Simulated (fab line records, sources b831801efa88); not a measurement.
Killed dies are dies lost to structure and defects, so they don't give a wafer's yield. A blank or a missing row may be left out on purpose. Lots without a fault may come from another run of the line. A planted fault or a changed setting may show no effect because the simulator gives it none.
fab line records | flow gf180mcu
record lots=5 wafers=15 last_day=32
route steps=602 shown V4@484 MIM@503
lots that met no fault: from a run of the same line without faults
start_h: hours from the record's first day to the start of the lot's first wafer shown | wait_h: hours since the lot's step before | " the same as in the row above | L1.1+2: a row that stands for several wafers | - no value, or no start given | * or withheld: withheld | < > ~ a bound
route shown NAME@n: a module of which the file shows steps, and the number in the route of the first | usual: mean/standard deviation of fault-free wafers | same: alike in all rows | chamber/n: place in a boat | sites: the reading at each site | _std_site: their standard deviation | _edge_site: outer sites' mean less inner sites' | radius_mm: how far each site lies from the wafer's centre | mask NAME#n: copy n | behind: the tool/chamber that last shaped the wafer | hold: why the lot was held/for how many hours/how that ended | device: the transistor (n, p or np) that didn't switch | end of line: the same wafers' tests at the end of the route | a step without rows: its recipe alone | killed: dies lost to structure and defects at the first sort, not the wafer's yield | map: a wafer's dies, x killed, . not, _ none there
set.NAME: the setting as run; set.NAME@STEP: as run at that earlier step | model.NAME: the simulator's own value behind a step, which no gauge read
lots at some steps of the route; a table a step, a row a wafer
services: from which hour (start_h, from the record's first day; less than 0 if before it) a tool's chamber was out of use, for how many hours, and why
## steps
# step GF_V4_COAT_08
# recipe resist=BARC temp_c=withheld time_s=withheld spin_rpm=withheld resist_thk_nm=withheld
# columns lot.wafer tool chamber start_h wait_h
L080.2+3+4 litho_track-01 0 604.14 0.1
L082.1+5+6 litho_track-03 0 615.56 0.1
L087.2+3+6 litho_track-02 0 652.74 0.1
L088.1+4+6 litho_track-02 0 668.46 0.1
L089.1+5+6 litho_track-01 0 670.17 0.1
# step GF_V4_COAT_09
# recipe resist=KrF spin_rpm=withheld resist_thk_nm=1000
# columns lot.wafer tool chamber start_h wait_h
L080.2+3+4 litho_track-01 0 - -
L082.1+5+6 litho_track-03 0 - -
L087.2+3+6 litho_track-02 0 - -
L088.1+4+6 litho_track-02 0 - -
L089.1+5+6 litho_track-01 0 - -
# step GF_V4_SOFTBAKE_10
# recipe temp_c=130 time_s=60 resist=KrF
# columns lot.wafer tool chamber start_h wait_h
L080.2+3+4 litho_track-01 0 - -
L082.1+5+6 litho_track-03 0 - -
L087.2+3+6 litho_track-02 0 - -
L088.1+4+6 litho_track-02 0 - -
L089.1+5+6 litho_track-01 0 - -
# step GF_V4_EXPOSE_11
# recipe mask_id=Via4 target_cd_nm=260 na=0.68 source_shape=conventional sigma_outer=0.6 dose_mj=38
# usual reticle_temp_C=23.02/0.12
# columns lot.wafer tool chamber start_h wait_h mask reticle_temp_C
L080.2 krf_scanner-02 0 - - Via4#0 23.20
L080.3 " 0 " " Via4#0 22.98
L080.4 " 0 " " Via4#0 23.05
L082.1 krf_scanner-01 0 - - Via4#0 23.14
L082.5 " 0 " " Via4#0 23.15
L082.6 " 0 " " Via4#0 22.97
L087.2 krf_scanner-01 0 - - Via4#0 23.04
L087.3 " 0 " " Via4#0 22.96
L087.6 " 0 " " Via4#0 22.98
L088.1 krf_scanner-02 0 - - Via4#0 23.00
L088.4 " 0 " " Via4#0 23.07
L088.6 " 0 " " Via4#0 23.05
L089.1 krf_scanner-01 0 - - Via4#0 23.08
L089.5 " 0 " " Via4#0 22.99
L089.6 " 0 " " Via4#0 23.08
# step GF_V4_PEB_12
# recipe peb_temp_c=135 peb_time_s=90 resist=KrF
# columns lot.wafer tool chamber start_h wait_h
L080.2+3+4 litho_track-03 0 - -
L082.1+5+6 litho_track-02 0 - -
L087.2+3+6 litho_track-03 0 - -
L088.1+4+6 litho_track-01 0 - -
L089.1+5+6 litho_track-03 0 - -
# step GF_V4_DEVELOP_13
# recipe develop_time_s=60 resist=KrF dev_temp_c=21
# columns lot.wafer tool chamber start_h wait_h
L080.2+3+4 litho_track-03 0 615.13 0.2
L082.1+5+6 litho_track-02 0 625.36 0.2
L087.2+3+6 litho_track-03 0 662.88 0.2
L088.1+4+6 litho_track-01 0 678.47 0.2
L089.1+5+6 litho_track-03 0 680.26 0.2
# step GF_V4_CD_MEAS_14
# recipe target_cd_nm=260
# usual cd_nm=259.8/1.2
# columns lot.wafer tool chamber start_h wait_h cd_nm
L080.2 cd_sem-01 - 615.28 0.1 258.3
L080.3 " - " " 258.4
L080.4 " - " " 258.2
L082.1 cd_sem-01 - 625.51 0.1 259.0
L082.5 " - " " 258.1
L082.6 " - " " 258.6
L087.2 cd_sem-01 - 663.03 0.1 260.2
L087.3 " - " " 260.5
L087.6 " - " " 260.0
L088.1 cd_sem-01 - 678.62 0.1 261.5
L088.4 " - " " 261.7
L088.6 " - " " 262.1
L089.1 cd_sem-02 - 680.41 0.1 260.2
L089.5 " - " " 260.7
L089.6 " - " " 260.1
# step GF_V4_OVL_MEAS_15
# usual V4_OVL=1/5.3
# columns lot.wafer tool chamber start_h wait_h V4_OVL[nm]
L080.2 overlay-02 - 615.38 0.1 -1
L080.3 " - " " -2
L080.4 " - " " -6
L082.1 overlay-02 - 625.63 0.1 -4
L082.5 " - " " -1
L082.6 " - " " -1
L087.2 overlay-01 - 663.13 0.1 3
L087.3 " - " " 4
L087.6 " - " " 1
L088.1 overlay-01 - 678.74 0.1 1
L088.4 " - " " 1
L088.6 " - " " 3
L089.1 overlay-01 - 680.53 0.1 5
L089.5 " - " " 19
L089.6 " - " " 5
# step GF_V4_ETCH_16
# recipe chemistry=N2/H2 target_depth_a=withheld overetch_a=withheld time_s=withheld target=BARC ion_energy_ev=202.5 source_w=500 bias_w=100 pressure_mtorr=30 n2_flow_sccm=100 h2_flow_sccm=200
# usual bias_w=100.04/0.27 drypump_motor_current_A=6.0/0.49 oes_product_au=0.855/0.0051 throttle_valve_pct=13.226/0.0091
# columns lot.wafer tool chamber start_h wait_h bias_w drypump_motor_current_A oes_product_au throttle_valve_pct
L080.2 rie_diel-02 1 615.41 0.0 100.25 5.6 0.849 13.225
L080.3 " 0 " " 100.35 6.3 0.863 13.223
L080.4 " 3 " " 100.11 4.8 0.855 13.221
L082.1 rie_diel-02 3 625.67 0.0 99.95 4.9 0.866 13.228
L082.5 " 0 " " 99.88 6.3 0.846 13.227
L082.6 " 1 " " 99.86 5.7 0.854 13.217
L087.2 rie_diel-03 1 663.16 0.0 99.96 5.8 0.856 13.218
L087.3 " 0 " " 100.36 6.3 0.853 13.225
L087.6 " 0 " " 100.02 6.3 0.858 13.247
L088.1 rie_diel-04 3 678.77 0.0 99.92 5.9 0.859 13.231
L088.4 " 1 " " 99.64 5.5 0.857 13.231
L088.6 " 1 " " 100.06 5.4 0.859 13.232
L089.1 rie_diel-03 3 680.56 0.0 99.98 6.1 0.849 13.225
L089.5 " 3 " " 99.87 6.1 0.853 13.215
L089.6 " 0 " " 100.20 6.4 0.854 13.221
# step GF_V4_ETCH_17
# recipe chemistry=C4F8/O2/Ar mask_material=KrF target=SiO2 stop_on=TiN source_w=1500 bias_w=1200 pressure_mtorr=40 c4f8_flow_sccm=withheld O2_flow_sccm=6 Ar_flow_sccm=300 time_s=withheld target_depth_a=6300
# usual bias_w=1201/3.6 oes_product_au=0.850/0.0047
# columns lot.wafer tool chamber start_h wait_h bias_w oes_product_au
L080.2 rie_diel-02 1 - - 1205 0.851
L080.3 " 0 " " 1203 0.857
L080.4 " 3 " " 1198 0.855
L082.1 rie_diel-02 3 - - 1202 0.842
L082.5 " 0 " " 1201 0.848
L082.6 " 1 " " 1200 0.846
L087.2 rie_diel-03 1 - - 1202 0.847
L087.3 " 0 " " 1205 0.850
L087.6 " 0 " " 1208 0.852
L088.1 rie_diel-04 3 - - 1201 0.844
L088.4 " 1 " " 1204 0.854
L088.6 " 1 " " 1207 0.842
L089.1 rie_diel-03 3 - - 1207 0.853
L089.5 " 3 " " 1205 0.853
L089.6 " 0 " " 1195 0.854
# step GF_V4_STRIP_18
# recipe chemistry=O2/N2 power_w=1400 pressure_mtorr=1500 platen_temp_c=250 o2_flow_sccm=3000 n2_flow_sccm=300 overash_fraction=0.5
# usual drypump_motor_current_A=6.1/0.5 heater_power_w=350/25 oes_product_au=0.594/0.0054
# columns lot.wafer tool chamber start_h wait_h drypump_motor_current_A heater_power_w oes_product_au rf_hours_counter_h
L080.2 plasma_asher-02 0 615.54 - 5.0 342 0.599 19
L080.3 " 0 " " 5.0 347 0.584 -
L080.4 " 1 " " 5.9 410 0.581 -
L082.1 plasma_asher-01 0 625.80 - 6.6 345 0.592 88
L082.5 " 0 " " 6.6 357 0.601 -
L082.6 " 1 " " 6.2 336 0.594 -
L087.2 plasma_asher-02 0 663.29 - 5.0 334 0.597 25
L087.3 " 0 " " 5.1 351 0.608 -
L087.6 " 0 " " 5.0 348 0.596 -
L088.1 plasma_asher-01 1 678.90 - 6.2 344 0.593 95
L088.4 " 0 " " 6.6 349 0.596 -
L088.6 " 1 " " 6.2 343 0.592 -
L089.1 plasma_asher-01 1 680.69 - 6.3 337 0.599 95
L089.5 " 1 " " 6.3 347 0.594 -
L089.6 " 0 " " 6.6 351 0.594 -
# step GF_V4_STRIP_19
# recipe chemistry=post_etch_residue_remover time_s=1200 temp_c=72.5
# columns lot.wafer tool chamber start_h wait_h
L080.2+3+4 wet_bench-02 1 615.64 0.1
L082.1+5+6 wet_bench-02 0 625.90 0.1
L087.2+3+6 wet_bench-03 3 663.39 0.1
L088.1+4+6 wet_bench-02 0 679.00 0.1
L089.1+5+6 wet_bench-02 3 680.79 0.1
# step GF_V4_CLEAN_20
# recipe chemistry=DIW dry=n2_spin
# columns lot.wafer tool chamber start_h wait_h
L080.2+3+4 wet_bench-04 1 615.98 0.0
L082.1+5+6 wet_bench-04 1 626.24 0.0
L087.2+3+6 wet_bench-02 1 663.73 0.0
L088.1+4+6 wet_bench-04 3 679.34 0.0
L089.1+5+6 wet_bench-03 0 681.13 0.0
# step GF_V4_SPUTTER_21
# recipe material=Ti target_thk_nm=15 chamber_pressure_pa=5 power_w=2500 substrate_temp_c=200 time_s=80.02
# usual throttle_valve_pct=29.9/1.1
# columns lot.wafer tool chamber start_h wait_h throttle_valve_pct
L080.2 pvd_sputter-04 - 616.08 0.0 30.0
L080.3 " - " " 29.4
L080.4 " - " " 30.3
L082.1 pvd_sputter-04 - 626.34 0.0 30.0
L082.5 " - " " 30.7
L082.6 " - " " 30.5
L087.2 pvd_sputter-01 - 663.83 0.0 28.3
L087.3 " - " " 30.2
L087.6 " - " " 30.4
L088.1 pvd_sputter-01 - 679.43 0.0 28.3
L088.4 " - " " 30.5
L088.6 " - " " 31.2
L089.1 pvd_sputter-01 - 681.23 0.0 28.4
L089.5 " - " " 30.3
L089.6 " - " " 31.0
# step GF_V4_SPUTTER_22
# recipe material=TiN target_thk_nm=10 chamber_pressure_pa=5 power_w=4000 time_s=40
# usual throttle_valve_pct=29.9/1.1
# columns lot.wafer tool chamber start_h wait_h throttle_valve_pct
L080.2 pvd_sputter-04 - 616.14 0.0 30.1
L080.3 " - " " 29.4
L080.4 " - " " 30.6
L082.1 pvd_sputter-04 - 626.40 0.0 30.1
L082.5 " - " " 30.6
L082.6 " - " " 30.1
L087.2 pvd_sputter-01 - 663.89 0.0 28.4
L087.3 " - " " 30.1
L087.6 " - " " 30.2
L088.1 pvd_sputter-01 - 679.50 0.0 28.4
L088.4 " - " " 30.2
L088.6 " - " " 31.1
L089.1 pvd_sputter-01 - 681.29 0.0 28.2
L089.5 " - " " 30.6
L089.6 " - " " 31.1
# step GF_V4_CVD_23
# recipe material=W target_thk_nm=350 time_s=104.9 temp_c=400 pressure_torr=40
# usual heater_power_w=933/100
# columns lot.wafer tool chamber start_h wait_h heater_power_w
L080.2 cvd_w-01 1 616.18 0.0 863
L080.3 " 1 " " 881
L080.4 " 0 " " 1097
L082.1 cvd_w-02 1 626.44 0.0 867
L082.5 " 0 " " 840
L082.6 " 1 " " 857
L087.2 cvd_w-02 1 663.93 0.0 846
L087.3 " 0 " " 852
L087.6 " 0 " " 833
L088.1 cvd_w-01 1 679.53 0.0 853
L088.4 " 0 " " 1075
L088.6 " 0 " " 1091
L089.1 cvd_w-02 1 681.33 0.0 857
L089.5 " 0 " " 852
L089.6 " 1 " " 886
# step GF_V4_RS_MEAS_24
# recipe thk_meas_gauge=four-point-probe reads=W_of_V4_CVD_23+TiN_of_V4_SPUTTER_22+Ti_of_V4_SPUTTER_21
# usual V4_W_RS=0.326/0.0046
# columns lot.wafer tool chamber start_h wait_h V4_W_RS[ohm/sq]
L080.2 film_metro-03 - 616.31 0.1 0.318
L080.3 " - " " 0.321
L080.4 " - " " 0.325
L082.1 film_metro-01 - 626.55 0.1 0.329
L082.5 " - " " 0.321
L082.6 " - " " 0.329
L087.2 film_metro-01 - 664.06 0.1 0.332
L087.3 " - " " 0.327
L087.6 " - " " 0.329
L088.1 film_metro-03 - 679.65 0.1 0.325
L088.4 " - " " 0.336
L088.6 " - " " 0.333
L089.1 film_metro-03 - 681.44 0.1 0.330
L089.5 " - " " 0.324
L089.6 " - " " 0.331
# step GF_V4_THK_MEAS_25
# recipe thk_meas_gauge=xrf reads=W_of_V4_CVD_23
# usual V4_W_THK=351/5.8
# columns lot.wafer tool chamber start_h wait_h V4_W_THK[nm]
L080.2 film_metro-03 - 616.42 0.1 361
L080.3 " - " " 359
L080.4 " - " " 353
L082.1 film_metro-01 - 626.67 0.1 350
L082.5 " - " " 360
L082.6 " - " " 350
L087.2 film_metro-01 - 664.17 0.1 344
L087.3 " - " " 351
L087.6 " - " " 346
L088.1 film_metro-03 - 679.77 0.1 354
L088.4 " - " " 341
L088.6 " - " " 345
L089.1 film_metro-03 - 681.56 0.1 350
L089.5 " - " " 356
L089.6 " - " " 350
# step GF_V4_CMP_26
# recipe stop_on=SiO2 down_force_psi=3.5 platen_rpm=60 t_overpolish_s=15 target_thk_nm=0 pad_velocity_m_s=0.94248
# usual motor_current_A=10.3/0.57 overpolish_run_s=15.000/0.009 retaining_ring_pressure_frac=1.000/0.0048 time_to_endpoint_s=83/3.2
# columns lot.wafer tool chamber start_h wait_h motor_current_A overpolish_run_s retaining_ring_pressure_frac time_to_endpoint_s
L080.3 cmp-01 0 616.47 0.0 9.9 14.988 1.000 85
L080.2 " 2 " " 10.5 15.012 1.000 86
L080.4 " 3 " " 10.1 15.006 1.000 82
L082.1 cmp-01 3 626.73 0.1 10.1 14.988 0.996 81
L082.6 " 3 " " 10.0 14.998 0.999 80
L082.5 " 0 " " 9.9 14.996 0.999 81
L087.3 cmp-01 2 664.22 0.0 10.7 15.006 0.995 81
L087.2 " 0 " " 9.1 14.981 1.007 81
L087.6 " 2 " " 10.8 15.002 1.002 81
L088.1 cmp-01 3 679.83 0.1 10.2 14.980 0.996 80
L088.4 " 2 " " 9.9 15.016 1.000 79
L088.6 " 3 " " 9.6 14.997 0.997 78
L089.1 cmp-02 0 681.77 0.2 9.8 15.010 1.005 81
L089.5 " 1 " " 10.2 14.996 1.002 84
L089.6 " 2 " " 11.0 14.998 1.001 76
# step GF_MIM_SPUTTER_00
# recipe material=Ti target_thk_nm=37.5 arriving_ion_energy_ev=80 substrate_temp_c=200 chamber_pressure_pa=2 power_w=4000 time_s=150
# usual throttle_valve_pct=30.1/1.3
# columns lot.wafer tool chamber start_h wait_h throttle_valve_pct
L080.2 pvd_sputter-03 - 616.77 0.1 30.4
L080.3 " - " " 31.8
L080.4 " - " " 27.9
L082.1 pvd_sputter-02 - 627.03 0.2 29.9
L082.5 " - " " 30.7
L082.6 " - " " 30.6
L087.2 pvd_sputter-01 - 664.52 0.1 31.2
L087.3 " - " " 30.2
L087.6 " - " " 30.9
L088.1 pvd_sputter-03 - 680.13 0.2 31.7
L088.4 " - " " 31.6
L088.6 " - " " 30.5
L089.1 pvd_sputter-03 - 681.92 0.1 30.7
L089.5 " - " " 31.5
L089.6 " - " " 30.5
# step GF_MIM_SPUTTER_01
# recipe material=TiN target_thk_nm=30 power_w=6500 time_s=25 chamber_pressure_pa=0.4
# usual throttle_valve_pct=30.1/1.3
# columns lot.wafer tool chamber start_h wait_h throttle_valve_pct
L080.2 pvd_sputter-03 - 616.87 0.1 30.7
L080.3 " - " " 31.7
L080.4 " - " " 27.8
L082.1 pvd_sputter-02 - 627.13 0.1 30.0
L082.5 " - " " 30.6
L082.6 " - " " 30.8
L087.2 pvd_sputter-01 - 664.62 0.1 31.0
L087.3 " - " " 30.3
L087.6 " - " " 31.2
L088.1 pvd_sputter-03 - 680.24 0.1 32.0
L088.4 " - " " 31.7
L088.6 " - " " 30.6
L089.1 pvd_sputter-03 - 682.03 0.1 30.4
L089.5 " - " " 31.7
L089.6 " - " " 30.5
# step GF_MIM_SPUTTER_02
# recipe material=AlCu target_thk_nm=450 power_w=10600 time_s=23.9 chamber_pressure_pa=0.4
# usual throttle_valve_pct=30.1/1.3
# columns lot.wafer tool chamber start_h wait_h throttle_valve_pct
L080.2 pvd_sputter-03 - 616.90 0.0 30.4
L080.3 " - " " 32.0
L080.4 " - " " 28.1
L082.1 pvd_sputter-02 - 627.16 0.0 29.8
L082.5 " - " " 30.7
L082.6 " - " " 30.9
L087.2 pvd_sputter-01 - 664.65 0.0 31.1
L087.3 " - " " 30.4
L087.6 " - " " 31.1
L088.1 pvd_sputter-03 - 680.27 0.0 32.0
L088.4 " - " " 31.7
L088.6 " - " " 30.3
L089.1 pvd_sputter-03 - 682.07 0.0 30.4
L089.5 " - " " 31.8
L089.6 " - " " 30.7
# step GF_MIM_SPUTTER_03
# recipe material=Ti target_thk_nm=10 substrate_temp_c=300 chamber_pressure_pa=0.3 power_w=3000 time_s=6.7
# usual throttle_valve_pct=30.1/1.3
# columns lot.wafer tool chamber start_h wait_h throttle_valve_pct
L080.2 pvd_sputter-03 - 616.93 0.0 30.4
L080.3 " - " " 31.7
L080.4 " - " " 28.1
L082.1 pvd_sputter-02 - 627.19 0.0 30.0
L082.5 " - " " 30.5
L082.6 " - " " 30.7
L087.2 pvd_sputter-01 - 664.68 0.0 31.2
L087.3 " - " " 30.6
L087.6 " - " " 31.0
L088.1 pvd_sputter-03 - 680.31 0.0 31.8
L088.4 " - " " 31.8
L088.6 " - " " 30.6
L089.1 pvd_sputter-03 - 682.10 0.0 30.3
L089.5 " - " " 32.1
L089.6 " - " " 30.5
# step GF_MIM_SPUTTER_04
# recipe material=TiN target_thk_nm=50 power_w=6500 time_s=41.7 chamber_pressure_pa=0.4
# usual throttle_valve_pct=30.1/1.3
# columns lot.wafer tool chamber start_h wait_h throttle_valve_pct
L080.2 pvd_sputter-03 - 616.95 0.0 30.7
L080.3 " - " " 31.8
L080.4 " - " " 27.9
L082.1 pvd_sputter-02 - 627.21 0.0 29.9
L082.5 " - " " 30.8
L082.6 " - " " 30.9
L087.2 pvd_sputter-01 - 664.70 0.0 31.1
L087.3 " - " " 30.3
L087.6 " - " " 31.3
L088.1 pvd_sputter-03 - 680.33 0.0 31.7
L088.4 " - " " 31.9
L088.6 " - " " 30.7
L089.1 pvd_sputter-03 - 682.12 0.0 30.3
L089.5 " - " " 31.7
L089.6 " - " " 30.7
# step GF_MIM_CVD_05
# recipe material=Si3N4 target_thk_nm=42 temp_max_c=400 temp_c=385 time_s=29.086 rf_w=450
# usual heater_power_w=690/90
# columns lot.wafer tool chamber start_h wait_h heater_power_w
L080.2 pecvd-03 2 616.99 0.0 573
L080.3 " 0 " " 638
L080.4 " 2 " " 548
L082.1 pecvd-03 1 627.25 0.0 851
L082.5 " 2 " " 602
L082.6 " 1 " " 855
L087.2 pecvd-02 1 664.74 0.0 533
L087.3 " 0 " " 638
L087.6 " 1 " " 528
L088.1 pecvd-04 0 680.38 0.0 841
L088.4 " 2 " " 696
L088.6 " 1 " " 559
L089.1 pecvd-03 2 682.17 0.0 679
L089.5 " 1 " " 732
L089.6 " 2 " " 672
# step GF_MIM_THK_MEAS_06
# recipe reads=Si3N4_of_MIM_CVD_05
# usual MIM_CVD_05_THK=41.8/0.65
# columns lot.wafer tool chamber start_h wait_h MIM_CVD_05_THK[nm]
L080.2 film_metro-03 - 617.03 0.0 41.5
L080.3 " - " " 41.7
L080.4 " - " " 42.1
L082.1 film_metro-01 - 627.30 0.0 41.1
L082.5 " - " " 41.6
L082.6 " - " " 41.7
L087.2 film_metro-03 - 664.78 0.0 40.3
L087.3 " - " " 41.2
L087.6 " - " " 41.0
L088.1 film_metro-01 - 680.41 0.0 41.8
L088.4 " - " " 43.0
L088.6 " - " " 43.1
L089.1 film_metro-02 - 682.20 0.0 41.4
L089.5 " - " " 42.3
L089.6 " - " " 42.1
# step GF_MIM_SPUTTER_07
# recipe material=TiN target_thk_nm=60 power_w=6500 time_s=50 chamber_pressure_pa=0.4
# usual throttle_valve_pct=30.0/1.3
# columns lot.wafer tool chamber start_h wait_h throttle_valve_pct
L080.2 pvd_sputter-01 - 617.08 0.0 28.3
L080.3 " - " " 30.3
L080.4 " - " " 30.4
L082.1 pvd_sputter-01 - 627.36 0.1 28.3
L082.5 " - " " 31.1
L082.6 " - " " 28.4
L087.2 pvd_sputter-03 - 664.83 0.0 31.8
L087.3 " - " " 27.6
L087.6 " - " " 27.8
L088.1 pvd_sputter-02 - 680.47 0.1 30.8
L088.4 " - " " 30.8
L088.6 " - " " 29.9
L089.1 pvd_sputter-02 - 682.26 0.1 30.6
L089.5 " - " " 30.7
L089.6 " - " " 30.7
# step GF_MIM_SPUTTER_08
# recipe material=AlCu target_thk_nm=200 power_w=10600 time_s=10.6 chamber_pressure_pa=0.4
# usual throttle_valve_pct=30.0/1.3
# columns lot.wafer tool chamber start_h wait_h throttle_valve_pct
L080.2 pvd_sputter-01 - 617.13 0.0 28.2
L080.3 " - " " 30.3
L080.4 " - " " 30.2
L082.1 pvd_sputter-01 - 627.41 0.0 28.3
L082.5 " - " " 31.2
L082.6 " - " " 28.3
L087.2 pvd_sputter-03 - 664.88 0.0 31.8
L087.3 " - " " 27.5
L087.6 " - " " 27.7
L088.1 pvd_sputter-02 - 680.51 0.0 31.2
L088.4 " - " " 30.7
L088.6 " - " " 29.9
L089.1 pvd_sputter-02 - 682.30 0.0 30.7
L089.5 " - " " 30.8
L089.6 " - " " 30.7
# step GF_MIM_SPUTTER_09
# recipe material=TiN target_thk_nm=35 power_w=6500 time_s=29.2 chamber_pressure_pa=0.4
# usual throttle_valve_pct=30.0/1.3
# columns lot.wafer tool chamber start_h wait_h throttle_valve_pct
L080.2 pvd_sputter-01 - 617.15 0.0 28.3
L080.3 " - " " 30.5
L080.4 " - " " 30.5
L082.1 pvd_sputter-01 - 627.43 0.0 28.2
L082.5 " - " " 31.3
L082.6 " - " " 28.2
L087.2 pvd_sputter-03 - 664.91 0.0 31.9
L087.3 " - " " 27.3
L087.6 " - " " 28.0
L088.1 pvd_sputter-02 - 680.54 0.0 30.7
L088.4 " - " " 30.8
L088.6 " - " " 30.0
L089.1 pvd_sputter-02 - 682.33 0.0 30.8
L089.5 " - " " 30.3
L089.6 " - " " 30.7
# step GF_MIM_RS_MEAS_10
# recipe thk_meas_gauge=four-point-probe reads=TiN_of_MIM_SPUTTER_09+AlCu_of_MIM_SPUTTER_08+TiN_of_MIM_SPUTTER_07
# usual MIM_ALCU_RS=0.1616/0.0016
# columns lot.wafer tool chamber start_h wait_h MIM_ALCU_RS[ohm/sq]
L080.2 film_metro-02 - 617.20 0.0 0.1633
L080.3 " - " " 0.1622
L080.4 " - " " 0.1633
L082.1 film_metro-02 - 627.46 0.0 0.1608
L082.5 " - " " 0.1613
L082.6 " - " " 0.1603
L087.2 film_metro-02 - 664.96 0.0 0.1596
L087.3 " - " " 0.1616
L087.6 " - " " 0.1616
L088.1 film_metro-03 - 680.57 0.0 0.1601
L088.4 " - " " 0.1619
L088.6 " - " " 0.1602
L089.1 film_metro-01 - 682.36 0.0 0.1572
L089.5 " - " " 0.1594
L089.6 " - " " 0.1598
# step GF_MIM_THK_MEAS_11
# recipe thk_meas_gauge=xrf reads=AlCu_of_MIM_SPUTTER_08
# usual MIM_ALCU_THK=202.7/2.2
# columns lot.wafer tool chamber start_h wait_h MIM_ALCU_THK[nm]
L080.2 film_metro-02 - 617.31 0.1 199.9
L080.3 " - " " 200.6
L080.4 " - " " 199.8
L082.1 film_metro-02 - 627.58 0.1 203.8
L082.5 " - " " 202.8
L082.6 " - " " 202.6
L087.2 film_metro-02 - 665.07 0.1 206.0
L087.3 " - " " 202.0
L087.6 " - " " 203.6
L088.1 film_metro-03 - 680.69 0.1 204.6
L088.4 " - " " 202.9
L088.6 " - " " 202.8
L089.1 film_metro-01 - 682.48 0.1 209.4
L089.5 " - " " 206.7
L089.6 " - " " 208.4
# step GF_MIM_DEHYDRATE_12
# recipe temp_c=200 time_s=60
# columns lot.wafer tool chamber start_h wait_h
L080.2+3+4 litho_track-03 0 626.93 9.6
L082.1+5+6 litho_track-04 0 637.36 9.8
L087.2+3+6 litho_track-03 0 674.23 9.1
L088.1+4+6 litho_track-04 0 688.96 8.3
L089.1+5+6 litho_track-03 0 691.11 8.6
# step GF_MIM_HMDS_13
# recipe prime_time_s=60 prime_temp_c=120
# columns lot.wafer tool chamber start_h wait_h
L080.2+3+4 litho_track-03 0 627.08 0.1
L082.1+5+6 litho_track-04 0 637.51 0.1
L087.2+3+6 litho_track-03 0 674.38 0.1
L088.1+4+6 litho_track-04 0 689.11 0.1
L089.1+5+6 litho_track-03 0 691.26 0.1
# step GF_MIM_COAT_14
# recipe resist=NOVOLAK spin_rpm=3000 resist_thk_nm=1000
# usual spin_speed_rpm=2999.9/2.2
# columns lot.wafer tool chamber start_h wait_h spin_speed_rpm
L080.2 litho_track-03 0 627.23 0.1 3000.6
L080.3 " 0 " " 2997.9
L080.4 " 0 " " 2998.0
L082.1 litho_track-04 0 637.66 0.1 3001.2
L082.5 " 0 " " 2998.9
L082.6 " 0 " " 3002.8
L087.2 litho_track-03 0 674.53 0.1 3001.1
L087.3 " 0 " " 2999.4
L087.6 " 0 " " 3001.0
L088.1 litho_track-04 0 689.26 0.1 2994.7
L088.4 " 0 " " 2996.6
L088.6 " 0 " " 2997.7
L089.1 litho_track-03 0 691.41 0.1 3000.3
L089.5 " 0 " " 2999.9
L089.6 " 0 " " 2999.3
# step GF_MIM_SOFTBAKE_15
# recipe temp_c=90 time_s=60 resist=NOVOLAK
# columns lot.wafer tool chamber start_h wait_h
L080.2+3+4 litho_track-03 0 627.38 0.1
L082.1+5+6 litho_track-04 0 637.81 0.1
L087.2+3+6 litho_track-03 0 674.68 0.1
L088.1+4+6 litho_track-04 0 689.41 0.1
L089.1+5+6 litho_track-03 0 691.56 0.1
# step GF_MIM_EXPOSE_16
# recipe mask_id=FuseTop target_cd_nm=2000 na=0.6 source_shape=conventional sigma_outer=0.6 dose_mj=140
# usual reticle_temp_C=23.01/0.097
# columns lot.wafer tool chamber start_h wait_h mask reticle_temp_C
L080.2 iline_stepper-01 0 - - FuseTop#0 23.09
L080.3 " 0 " " FuseTop#0 22.90
L080.4 " 0 " " FuseTop#0 23.06
L082.1 iline_stepper-02 0 - - FuseTop#0 23.14
L082.5 " 0 " " FuseTop#0 22.99
L082.6 " 0 " " FuseTop#0 23.09
L087.2 iline_stepper-01 0 - - FuseTop#0 22.98
L087.3 " 0 " " FuseTop#0 23.08
L087.6 " 0 " " FuseTop#0 23.07
L088.1 iline_stepper-01 0 - - FuseTop#0 23.10
L088.4 " 0 " " FuseTop#0 23.15
L088.6 " 0 " " FuseTop#0 23.21
L089.1 iline_stepper-01 0 - - FuseTop#0 23.13
L089.5 " 0 " " FuseTop#0 23.02
L089.6 " 0 " " FuseTop#0 23.13
# step GF_MIM_PEB_17
# recipe temp_c=withheld time_s=* resist=NOVOLAK
# columns lot.wafer tool chamber start_h wait_h
L080.2+3+4 litho_track-03 0 - -
L082.1+5+6 litho_track-04 0 - -
L087.2+3+6 litho_track-03 0 - -
L088.1+4+6 litho_track-03 0 - -
L089.1+5+6 litho_track-01 0 - -
# step GF_MIM_DEVELOP_18
# recipe develop_time_s=60 dev_temp_c=23
# columns lot.wafer tool chamber start_h wait_h
L080.2+3+4 litho_track-03 0 637.43 0.1
L082.1+5+6 litho_track-04 0 646.61 0.1
L087.2+3+6 litho_track-03 0 683.88 0.1
L088.1+4+6 litho_track-03 0 698.81 0.1
L089.1+5+6 litho_track-01 0 700.92 0.1
## services
# columns tool chamber start_h hours kind
pvd_sputter-04 - 596.07 2.4 repair
pvd_sputter-01 - 603.84 2.5 repair
pecvd-03 - 605.13 0.6 repair
cmp-01 - 609.72 3.2 repair
rie_diel-03 2 610.34 9.5 repair
pecvd-03 0 625.07 4.4 repair
pvd_sputter-01 - 629.59 5.7 repair
pvd_sputter-03 - 633.66 1.8 repair
krf_scanner-01 - 637.35 4.0 pm
krf_scanner-01 - 641.37 1.0 pm
rie_diel-03 2 643.47 3.8 repair
wet_bench-02 - 644.29 4.4 pm
pvd_sputter-01 - 644.40 3.5 repair
krf_scanner-01 - 661.50 0.8 pm
pvd_sputter-02 - 664.62 0.8 repair
pvd_sputter-03 - 665.61 1.4 repair
rie_diel-03 - 668.58 0.4 repair
pvd_sputter-01 - 668.77 8.6 repair
iline_stepper-01 - 675.24 1.7 pm
pvd_sputter-04 - 677.23 2.5 repair
pvd_sputter-04 - 680.46 2.8 repair
krf_scanner-01 - 684.97 1.7 repair
plasma_asher-01 - 685.22 14.6 pm
rie_diel-03 1 697.32 3.7 repair
## key
fault none
